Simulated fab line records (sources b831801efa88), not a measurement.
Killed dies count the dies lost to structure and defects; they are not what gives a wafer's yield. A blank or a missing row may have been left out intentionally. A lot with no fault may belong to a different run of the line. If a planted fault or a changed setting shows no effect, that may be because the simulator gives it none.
Comparing a struck lot with a sound one | flow gf180mcu | 6 out of 602 route steps
Sound: wafers L833.1, L833.4, L833.6. Wafers L846.1, L846.3, L846.6 were the ones struck. Last of all comes the cause.
Each step with rows lists, per side, the tool, then ch with its chambers, then its first start. Under that, the readings that differ: sound wafers | struck wafers | difference of the means | sigmas: that difference in standard deviations of wafers without a fault.
alike: readings whose means differ by less than 2 such deviations, and words and numbers that are the same on both sides. not compared: withheld readings, readings that some wafer has no value for, bounds like >300 that may hide the same value, and numbers for which the record gives no deviation and whose values overlap.
A row with sigmas, a row that says differs or no value, or rows on one side alone: a step with any of these is where the two part. Non-overlapping numbers with no deviation appear without sigmas and do not part them. A reading that every wafer of one side lacks parts them only if that side has two wafers or more.

GF_STI_BOW_MEAS_00:
  sound on film metro-03 at day 2 01:00; struck on film metro-02 at day 4 18:00
  alike: INCOMING_BOW
then, 1 step without rows for these wafers: GF_STI_OXIDATION_01 (stabilise 600 s, purge 300 s, target thk 10 nm).
GF_STI_THK_MEAS_02:
  sound on film metro-03 at day 2 02:46; struck on film metro-03 at day 4 19:31
  alike: STI_OXIDATION_THK
GF_STI_CVD_03: deposits Si3N4 from DCS/NH3, target thk 207.16 nm, time 3551 s.
  sound on lpcvd-01 ch 1, day 2 02:49; struck on lpcvd-02 ch 0, day 4 19:34
  reading                               | sound             | struck            | difference | sigmas
  model.Si3N4_of_STI_CVD_03.thk nm (nm) | 207.9 208.6 207.2 | 121.6 120.5 123.6 | -86.0      |
GF_STI_THK_MEAS_04:
  sound on film metro-03 at day 2 04:48; struck on film metro-04 at day 4 21:47
  reading             | sound             | struck            | difference | sigmas
  STI_CVD_03_THK (nm) | 207.9 208.6 207.3 | 121.6 120.5 123.6 | -86.0      | -48
  not compared: hold
GF_PASSIVATION_PROBE_99:
  rows exist in the record for the sound wafers here (prober-02, day 30 00:26), none for the struck ones

== WHERE THEY PART ==
Last at GF_PASSIVATION_PROBE_99 as far as this record goes, first at GF_STI_THK_MEAS_04.

WHY: what had been put in by the simulator
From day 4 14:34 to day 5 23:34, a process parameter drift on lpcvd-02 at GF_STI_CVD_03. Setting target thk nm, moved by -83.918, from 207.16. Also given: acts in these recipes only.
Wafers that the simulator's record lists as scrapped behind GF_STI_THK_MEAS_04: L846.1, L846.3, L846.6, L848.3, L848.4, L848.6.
